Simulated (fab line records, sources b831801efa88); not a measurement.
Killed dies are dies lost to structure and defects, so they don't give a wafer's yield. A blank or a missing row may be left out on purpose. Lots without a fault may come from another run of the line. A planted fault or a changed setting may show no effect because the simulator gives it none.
Problem report in the 8D (eight disciplines) form, filled by code | flow gf180mcu | the parts of the form that need people (team, actions taken, sign-off) are left out

1. THE PROBLEM
VT_IMPLANT_TW at GF_VT_IMPLANT_TW_MEAS_10 reads a mean of 592.3 on 6 wafers of 2 lots; wafers without a fault read 563.1 with a standard deviation of 2.7. That is +11 standard deviations from the usual mean.
First seen on wafer L100.3, day 10 07:40, on film_metro-03. The record holds 39 wafers of 13 lots with a number at this step. Rule for "out", or "out of limits": more than 4 standard deviations from the usual mean. The other wafers with a number count as sound.

2. WHAT IT IS AND WHAT IT IS NOT
question                    | is                           | is not
which readings at this step | VT_IMPLANT_TW                | -
which lots                  | L100, L101                   | L102, L103, L105, L982, L984, L985, L989, L991, L993, L994, L995
which wafers of those lots  | all that have a number       | -
read on which gauges        | film_metro-03, film_metro-04 | film_metro-02
when                        | from day 10 07:40            | up to then (24 sound wafers); but 9 sound wafers of L102, L103, L105 came after

3. SUSPECTS, AND WHAT RULES EACH OUT
Counting: a tool at a process step up to the reading stays a suspect if it ran every lot that is out and no sound lot after the first of them.
- the gauge at GF_VT_IMPLANT_TW_MEAS_10: ruled out. The wafers that are out were read on 2 gauges (film_metro-03, film_metro-04).
- rie_diel-02 at GF_STI_ETCH_13 (etches the open film in CHF3/O2, stops on Si, target depth 282.31 nm, time 112.9 s): ruled out as a lasting fault. Sound lots L103, L105 ran on it after its first lot that is out, L100 (day 5 22:52).
- implanter-02 at GF_VT_IMPLANT_IMPLANT_08: kept. It ran every lot that is out, first L100 (day 10 07:26), and no sound lot after that; its last sound lot up to then is L995 (day 9 00:07). Its own readings are out on those wafers: dose_ions_cm2, faraday_current_uA.
Left after counting: implanter-02 at GF_VT_IMPLANT_IMPLANT_08.

4. THE CAUSE (what the simulator had put in)
Process parameter drift: implanter-02, from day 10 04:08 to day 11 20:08, at GF_VT_IMPLANT_IMPLANT_08. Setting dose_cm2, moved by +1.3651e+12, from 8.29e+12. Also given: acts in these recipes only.
Counting left only this tool.

5. THE CHAIN OF EFFECTS, in route order
Each row: a reading whose mean over the struck wafers that have a number lies more than 3 standard deviations from the usual. Only readings for which the record gives a usual standard deviation are gone through. hours: the time from each lot's start at the first step in this table that gives one to its start at this step, as a median over the lots. sigmas: the change in usual standard deviations.
hours | step                     | reading            | usual     | on struck wafers | change     | sigmas
0     | GF_VT_IMPLANT_IMPLANT_08 | dose_ions_cm2      | 8.289e+12 | 9.660e+12        | +1.371e+12 | +99 or more
0     | GF_VT_IMPLANT_IMPLANT_08 | faraday_current_uA | 46.8      | 54.7             | +7.9       | +8.1
0     | GF_VT_IMPLANT_TW_MEAS_10 | VT_IMPLANT_TW      | 563.1     | 592.3            | +29.2      | +11
The process steps in it:
- GF_VT_IMPLANT_IMPLANT_08
Later measuring or inspecting steps at which every struck wafer that the step has a row for has a number for every such reading, and none has moved that far: GF_HV_LDD_OVL_MEAS_32.

6. WHAT WOULD HAVE CAUGHT IT SOONER
In this record the first reading out of limits at a measuring or inspecting step was taken at day 10 07:40, 4 hours after the fault began at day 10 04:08.
The tool's own readings at GF_VT_IMPLANT_IMPLANT_08 were out on every struck wafer that the step has a row for (dose_ions_cm2, faraday_current_uA): an alarm limit on them would have fired on the first of those.
Of the lots that are out (2), L101 began GF_VT_IMPLANT_IMPLANT_08 on implanter-02 after day 10 07:40. A hold on the tool at that time would have spared it.
